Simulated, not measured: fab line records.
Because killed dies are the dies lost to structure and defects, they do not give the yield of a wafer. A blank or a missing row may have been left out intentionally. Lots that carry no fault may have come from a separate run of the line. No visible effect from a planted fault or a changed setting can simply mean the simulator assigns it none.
A lot that was struck, set against a sound lot | flow sky130 | 28 steps out of a route of 708
Sound: wafers L707.1, L707.3, L707.6. Wafers L712.1, L712.3, L712.5 were the ones struck. The cause is named last.
At each step with rows: each side's tool, then ch and its chambers, then its first start. Under that, the readings that differ: sound wafers | struck wafers | difference of the means | sigmas: that difference in standard deviations of wafers without a fault.
alike: words and numbers the same on both sides, and readings whose means are apart by under 2 such deviations; not compared: readings that were withheld, readings missing a value for some wafer, numbers with overlapping values and no deviation given by the record, and bounds like >300 which may hide the same value.
The two part at a step that has a row with sigmas, a row that says differs or no value, or rows on one side only. When numbers do not overlap yet have no deviation, they are printed without sigmas and do not part them. Lack of a reading on every wafer of one side parts them only where that side has two or more wafers.

first, 1 step without rows for these wafers: SKY_DNWELL_IMPLANT_07.
SKY_DNWELL_STRIP_08: strips in O2/N2.
  sound on plasma_asher-03 ch 0,1, day 3 03:19; struck on plasma_asher-02 ch 1, day 4 12:30
  alike: chamber_pressure_mTorr, drypump_motor_current_A, o2_flow_sccm, oes_product_au, strip_time_to_endpoint_s
  not compared: rf_hours_counter_h
SKY_DNWELL_TW_MEAS_09:
  sound on film_metro-01, day 3 03:25; struck on film_metro-03, day 4 12:36
  alike: DNWELL_TW
then, 7 steps without rows for these wafers: SKY_PWDE_DEHYDRATE_00 (time 60 s); SKY_PWDE_HMDS_01 (prime time 60 s); SKY_PWDE_COAT_02 (resist thk 3000 nm); SKY_PWDE_SOFTBAKE_03; SKY_PWDE_EXPOSE_04 (exposes mask PWDEM, target cd 840 nm); SKY_PWDE_PEB_05; SKY_PWDE_DEVELOP_06 (develop time 60 s).
SKY_PWDE_OVL_MEAS_07:
  sound on overlay-02, day 3 19:07; struck on overlay-01, day 5 06:07
  alike: PWDE_OVL
then, 1 step without rows for these wafers: SKY_PWDE_IMPLANT_08.
SKY_PWDE_STRIP_09: strips in O2/N2.
  sound on plasma_asher-01 ch 0,1, day 3 19:18; struck on plasma_asher-04 ch 0,1, day 5 06:17
  no value came back on the struck wafers for any of 5 readings (chamber_pressure_mTorr (mTorr), drypump_motor_current_A (A) and others); on the sound wafers chamber_pressure_mTorr (mTorr) reads 1501.0 1502.5 1499.7
  reading                                | sound | struck         | difference | sigmas
  model.coat_of_PWDE_COAT_02.thk_nm (nm) | 0 0 0 | 3003 2999 3005 | +3002      |
  not compared: rf_hours_counter_h
SKY_PWDE_TW_MEAS_10:
  sound on film_metro-03, day 3 19:24; struck on film_metro-03, day 5 06:23
  alike: PWDE_TW
then, 7 steps without rows for these wafers: SKY_NWELL_DEHYDRATE_03 (time 60 s); SKY_NWELL_HMDS_04 (prime time 60 s); SKY_NWELL_COAT_05 (resist thk 3000 nm); SKY_NWELL_SOFTBAKE_06; SKY_NWELL_EXPOSE_07 (exposes mask NWM, target cd 840 nm); SKY_NWELL_PEB_08; SKY_NWELL_DEVELOP_09 (develop time 60 s).
SKY_NWELL_OVL_MEAS_10:
  sound on overlay-01, day 4 11:26; struck on overlay-01, day 6 00:21
  alike: NWELL_00_OVL
then, 3 steps without rows for these wafers: SKY_NWELL_IMPLANT_11; SKY_NWELL_IMPLANT_12; SKY_NWELL_IMPLANT_13.
SKY_NWELL_STRIP_14: strips in O2/N2.
  sound on plasma_asher-01 ch 0,1, day 4 11:55; struck on plasma_asher-02 ch 0,1, day 6 00:50
  reading                      | sound             | struck            | difference | sigmas
  o2_flow_sccm (sccm)          | 3018 3015 3016    | 2995 2997 2994    | -21        | -2
  oes_product_au (a.u.)        | 0.720 0.730 0.720 | 0.743 0.734 0.740 | +0.016     | +3
  strip_time_to_endpoint_s (s) | 37.24 36.97 36.94 | 81.23 81.10 81.20 | +44.13     | +99 or more
  alike: chamber_pressure_mTorr, drypump_motor_current_A
  not compared: rf_hours_counter_h
SKY_NWELL_TW_MEAS_15:
  sound on film_metro-02, day 4 12:01; struck on film_metro-03, day 6 00:56
  reading  | sound          | struck   | difference | sigmas
  NWELL_TW | 1802 1797 1811 | 30 30 30 | -1773      | -99 or more
then, 1 step without rows for these wafers: SKY_NWELL_DEHYDRATE_16 (time 60 s).

== WHERE THEY PART ==
First at SKY_PWDE_STRIP_09; last, within this record, at SKY_NWELL_TW_MEAS_15.

WHY: what the simulator had put in
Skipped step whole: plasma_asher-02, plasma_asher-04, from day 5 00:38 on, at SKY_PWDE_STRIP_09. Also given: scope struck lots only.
